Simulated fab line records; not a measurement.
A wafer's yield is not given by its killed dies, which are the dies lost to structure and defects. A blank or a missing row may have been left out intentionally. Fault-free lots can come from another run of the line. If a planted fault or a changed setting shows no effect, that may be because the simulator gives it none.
Problem report, 8D (eight disciplines) form, completed by code | flow gf180mcu | the parts of the form that need people (team, actions taken, sign-off) are left out

== 1. WHAT IS WRONG ==
At GF_MIM_STRIP_20, stripTimeToEndpointS averages 10.91 s over 2 wafers from 2 lots, while fault-free wafers read 11.20 s, standard deviation 0.031. Relative to the usual mean, that is a shift of -9.4 standard deviations.
The step: strips in O2/N2.
Seen first at day 31 06:56 on plasmaAsher-04, wafer L598.5. At this step, 34 wafers from 12 lots have a number in the record. Rule for "out", or "out of limits": more than 4 standard deviations from the usual mean. Any other wafer with a number is counted as sound.

== 2. WHAT IT IS, WHAT IT ISN'T ==
question                    | is                   | is not
which readings at this step | stripTimeToEndpointS | drypumpMotorCurrentA, heaterPowerW
which lots                  | L598, L600           | L579, L581, L582, L584, L586, L587, L589, L590, L592, L593
which wafers of those lots  | L598.5, L600.4       | L598.3, L600.1
read on which tools         | plasmaAsher-04       | plasmaAsher-01, plasmaAsher-02
when                        | from day 31 06:56    | up to then (31 sound wafers); but 1 sound wafer of L600 came after

== 3. SUSPECTS, AND WHAT RULES EACH OUT ==
Counting: any tool at a process step up to the reading remains a suspect provided it ran every lot that is out. Sound lots after the first of them don't rule it out here, since some wafers of a struck lot are sound.
- pvdSputter-03 at GF_MIM_SPUTTER_09 (material TiN, target thk 35 nm, time 29.2 s): kept. It ran every lot that is out, first L598 (day 30 13:07).
- lithoTrack-02 at GF_MIM_COAT_14 (resist thk 1000 nm): kept. It ran every lot that is out, first L598 (day 30 21:42); its last sound lot up to then is L593 (day 29 08:09).
- plasmaAsher-04 at GF_MIM_STRIP_20 (strips in O2/N2): kept. It ran every lot that is out, first L598 (day 31 06:56); its last sound lot up to then is L586 (day 27 12:28). Its own stripTimeToEndpointS readings are out on those wafers.
pvdSputter-03 at GF_MIM_SPUTTER_09, lithoTrack-02 at GF_MIM_COAT_14 and plasmaAsher-04 at GF_MIM_STRIP_20 are what is left after counting.

== 4. THE CAUSE (what the simulator had put in) ==
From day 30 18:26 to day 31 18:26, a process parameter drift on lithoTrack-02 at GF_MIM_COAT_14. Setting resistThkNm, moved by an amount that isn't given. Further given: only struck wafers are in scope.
After counting, 3 suspects remain, this tool included.

== 5. SEQUENCE OF EFFECTS, ordered by route ==
Each row: a reading whose mean over the struck wafers that have a number lies more than 3 standard deviations from the usual. Readings are gone through only where the record gives a usual standard deviation; hours: the median, over the lots, of the time from a lot's start at the first step in this table giving one to that lot's start at this step; sigmas: the change measured in usual standard deviations.
hours | step            | reading              | usual      | on struck wafers | change | sigmas
0     | GF_MIM_STRIP_20 | oesProductAu         | 0.691 a.u. | 0.676            | -0.015 | -3.5
0     | GF_MIM_STRIP_20 | stripTimeToEndpointS | 11.20 s    | 10.91            | -0.29  | -9.4
Its process steps:
- GF_MIM_STRIP_20: strips in O2/N2.

== 6. WHAT WOULD HAVE CAUGHT IT SOONER ==
13 hours passed between the start of the fault at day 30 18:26 and the first reading out of limits in this record, taken at day 31 06:56.
An alarm limit of 4 standard deviations would not have fired on the tool readings at GF_MIM_COAT_14 for which the record gives a usual standard deviation, since none of them was out on any struck wafer.
Each of the lots that are out, 2 in all, had begun GF_MIM_COAT_14 on lithoTrack-02 no later than day 31 06:56. Holding the tool at that point would not have protected any of them.
